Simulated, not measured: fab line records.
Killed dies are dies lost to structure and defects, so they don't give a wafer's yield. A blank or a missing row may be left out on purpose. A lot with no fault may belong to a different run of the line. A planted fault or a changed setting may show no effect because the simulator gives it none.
Comparing a struck lot with a sound one -- flow sky130 -- 15 out of 708 route steps
Sound: these wafers, L746.4, L746.5, L746.6. Struck: wafers L751.3, L751.5, L751.6. Last of all comes the cause.
At each step with rows: each side's tool, then ch and its chambers, then its first start. Under that, the readings that differ: sound wafers -- struck wafers -- difference of the means -- sigmas: that difference in standard deviations of wafers without a fault.
alike: readings whose means differ by less than 2 such deviations, and words and numbers that are the same on both sides. not compared: withheld readings, readings that some wafer has no value for, bounds like >300 that may hide the same value, and numbers for which the record gives no deviation and whose values overlap.
The two part at a step that has a row with sigmas, a row that says differs or no value, or rows on one side only. Non-overlapping numbers with no deviation appear without sigmas and do not part them. Lack of a reading on every wafer of one side parts them only where that side has two or more wafers.

SKY_VIA3_ETCH_14: etches BARC in N2/H2, stops on SiO2, time 45.9 s, target depth 60 nm.
  sound on rieDiel-01 ch 1,2,3, day 44 06:52; struck on rieDiel-01 ch 1,2,3, day 45 06:34
  alike: drypumpMotorCurrentA, oesProductAu, rfFwdPowerW, throttleValvePct
  not compared: rfHoursCounterH
SKY_VIA3_ETCH_15: etches SiO2 in C4F8/O2/Ar, stops on TiN, target depth 507 nm, time 78 s.
  sound on rieDiel-01 ch 1,2,3, day 44 06:55; struck on rieDiel-01 ch 1,2,3, day 45 06:37
  alike: oesProductAu, rfFwdPowerW
  not compared: rfHoursCounterH
then, 4 steps without rows for these wafers: SKY_VIA3_STRIP_16 (strips in O2/N2); SKY_VIA3_STRIP_17 (strips in post etch residue remover, time 1200 s); SKY_VIA3_CLEAN_18 (cleans in IPA, time 180 s); SKY_VIA3_CLEAN_19 (cleans in O3/DIW).
SKY_VIA3_SPUTTER_20: material TiN, target thk 20 nm, time 80 s.
  sound on pvdSputter-03 at day 44 07:37; struck on pvdSputter-03 at day 45 07:16
  alike: cathodeDcPowerW, chamberPressurePa, throttleValvePct
then, 1 step without rows for these wafers: SKY_VIA3_CVD_21 (deposits W, target thk 390 nm, time 117.31 s).
SKY_VIA3_RS_MEAS_22: a four-point-probe measurement.
  sound on filmMetro-04 at day 44 07:52; struck on filmMetro-03 at day 45 07:30
  alike: VIA3_W_RS
SKY_VIA3_THK_MEAS_23: measures by xrf.
  sound on filmMetro-04 at day 44 07:58; struck on filmMetro-03 at day 45 07:36
  alike: VIA3_W_THK
then, 1 step without rows for these wafers: SKY_VIA3_CMP_24 (polishes, stops on SiO2, t overpolish 20 s, target thk 0 nm).
SKY_METAL4_SPUTTER_00: material Ti, target thk 15 nm, time 10 s.
  sound on pvdSputter-04 at day 44 08:30; struck on pvdSputter-04 at day 45 07:56
  alike: cathodeDcPowerW, chamberPressurePa, throttleValvePct
SKY_METAL4_SPUTTER_01: material TiN, target thk 20 nm, time 16.7 s.
  sound on pvdSputter-04 at day 44 08:31; struck on pvdSputter-04 at day 45 07:58
  no value came back on the struck wafers for cathodeDcPowerW (W), chamberPressurePa (Pa), throttleValvePct (%); on the sound wafers cathodeDcPowerW (W) reads 6498.9 6499.3 6500.2
SKY_METAL4_SPUTTER_02: material AlCu, target thk 735 nm, time 39.1 s.
  sound on pvdSputter-04 at day 44 08:33; struck on pvdSputter-04 at day 45 07:59
  alike: cathodeDcPowerW, chamberPressurePa, throttleValvePct
SKY_PAD_OPEN_PROBE_99:
  sound wafers here have rows in the record (prober-01, day 49 16:59); struck ones have none

== WHERE THEY PART ==
At SKY_METAL4_SPUTTER_01 first; at SKY_PAD_OPEN_PROBE_99 last (within this record only).

WHY: what the simulator had put in
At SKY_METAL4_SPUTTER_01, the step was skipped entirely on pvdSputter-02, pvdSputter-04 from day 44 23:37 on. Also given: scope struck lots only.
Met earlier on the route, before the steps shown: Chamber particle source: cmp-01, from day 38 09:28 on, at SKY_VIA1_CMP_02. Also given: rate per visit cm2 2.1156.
